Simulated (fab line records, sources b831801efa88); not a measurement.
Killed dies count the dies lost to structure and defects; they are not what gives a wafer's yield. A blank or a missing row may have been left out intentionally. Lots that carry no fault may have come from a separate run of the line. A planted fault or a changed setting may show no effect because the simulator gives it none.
Matching of chambers    flow sky130    SKY_VIA4_ETCH_12 on rie_diel-02 has 4 sister chambers
The step etches SiO2 in C4F8/O2/Ar, stops on TiN, target depth 580 nm. 8 wafers are shown with their chamber, then 7 later ones without.

EACH WAFER AND ITS CHAMBER
wafer   chamber  rf_fwd_power_W (W)  chamber_pressure_mTorr (mTorr)
L105.3  0        1486                40.00
L106.5  2        1486                39.99
L106.6  1        1487                40.01
L107.1  3        1492                39.97
L107.3  1        1492                39.99
L107.5  3        1495                39.98
L108.1  0        1478                40.03
L108.3  2        1482                40.02

WAFERS WITH NO CHAMBER GIVEN
wafer   rf_fwd_power_W (W)  chamber_pressure_mTorr (mTorr)
L108.5  1486                40.04
L121.1  1486                40.05
L121.4  1490                39.99
L121.5  1490                39.96
L120.1  1495                39.97
L120.2  1491                40.00
L120.6  1499                39.99

WHICH CHAMBER EACH ONE RAN IN
wafer   from the rows above                in truth
L108.5  can't be placed: 0 or 2 or 1       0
L121.1  can't be placed: 0 or 2 or 1       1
L121.4  can't be placed: 1 or 3 or 2 or 0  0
L121.5  can't be placed: 3 or 1 or 2       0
L120.1  can't be placed: 3 or 1            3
L120.2  can't be placed: 1 or 3 or 2       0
L120.6  can't be placed: 3 or 1            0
Correct placement for 0 of the 7. Can't be placed from these rows: 7 (the true chamber is among the candidates in 4). Wrongly placed: 0.
How it was worked out, from the rows above alone: a wafer's distance from a chamber is the root of the sum, over the readings, of the square of ((its reading less the chamber's mean) divided by the reading's scatter). The wafer belongs to the nearest chamber; if the next one is less than 2 further off, it can't be placed. For every chamber, the mean is computed from those of its wafers that are shown. How the scatter is found: for the shown wafers, subtract from each reading the mean of its chamber, square and add these, divide the total by (wafers less chambers), then take the root.
